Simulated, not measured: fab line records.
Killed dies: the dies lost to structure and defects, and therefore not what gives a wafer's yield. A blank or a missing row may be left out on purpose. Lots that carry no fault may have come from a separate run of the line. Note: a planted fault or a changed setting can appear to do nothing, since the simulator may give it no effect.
Chamber matching	flow sky130	cmp-02 running SKY_FIELD_ISO_CMP_27: 4 sister chambers
The step polishes, stops on Si3N4, t overpolish 16 s, target thk 457.8 nm. 14 wafers are shown with their chamber, then 7 later ones without.

## EACH WAFER AND ITS CHAMBER
wafer	chamber	motorCurrentA (A)	timeToEndpointS (s)	overpolishRunS (s)
L182.2	0	12.0	116	16.004
L182.3	2	13.8	114	15.987
L182.4	3	14.7	112	16.006
L183.1	2	13.9	114	15.994
L183.3	1	12.1	107	16.006
L183.5	0	11.6	118	15.994
L184.1	1	11.5	108	16.013
L184.2	2	14.5	111	16.001
L184.3	0	11.7	117	16.001
L187.1	0	12.0	118	16.001
L187.3	1	11.8	109	15.999
L187.6	1	11.9	114	15.990
L190.4	2	13.7	107	16.008
L190.5	3	15.1	105	15.998

SIGNATURES (means of the wafers above)
reading	chamber 0	chamber 1	chamber 2	chamber 3	scatter within a chamber
motorCurrentA	11.825	11.825	13.975	14.900	0.28
timeToEndpointS	117.25	109.50	111.50	108.50	2.99
overpolishRunS	16.00000	16.00200	15.99750	16.00200	0.00788
Rule: a wafer's distance from a chamber is the root of the sum, over the readings, of the square of ((its reading less the chamber's mean) divided by the reading's scatter). The wafer belongs to the nearest chamber; if the next one is less than 2 further off, it can't be placed. The scatter is the square root of a quotient: the sum, over the shown wafers, of each reading's squared deviation from its chamber's mean, divided by wafers minus chambers.

## WAFERS WHOSE CHAMBER IS MISSING
wafer	motorCurrentA (A)	timeToEndpointS (s)	overpolishRunS (s)
L190.6	13.8	108	15.980
L195.4	15.1	106	15.992
L195.5	11.2	108	16.006
L195.6	11.0	102	16.009
L204.2	15.9	103	15.988
L204.4	13.7	106	16.004
L204.6	16.1	103	15.987

## THE CHAMBER EACH PASSED THROUGH
wafer	from the rows above	in truth
L190.6	2	2
L195.4	3	3
L195.5	can't be placed: 1 or 0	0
L195.6	1	1
L204.2	3	3
L204.4	2	2
L204.6	3	3
Placed correctly: 6 of 7. Not placeable from these rows: 1 (in 1, the candidates include the true chamber). Number placed wrongly: 0.
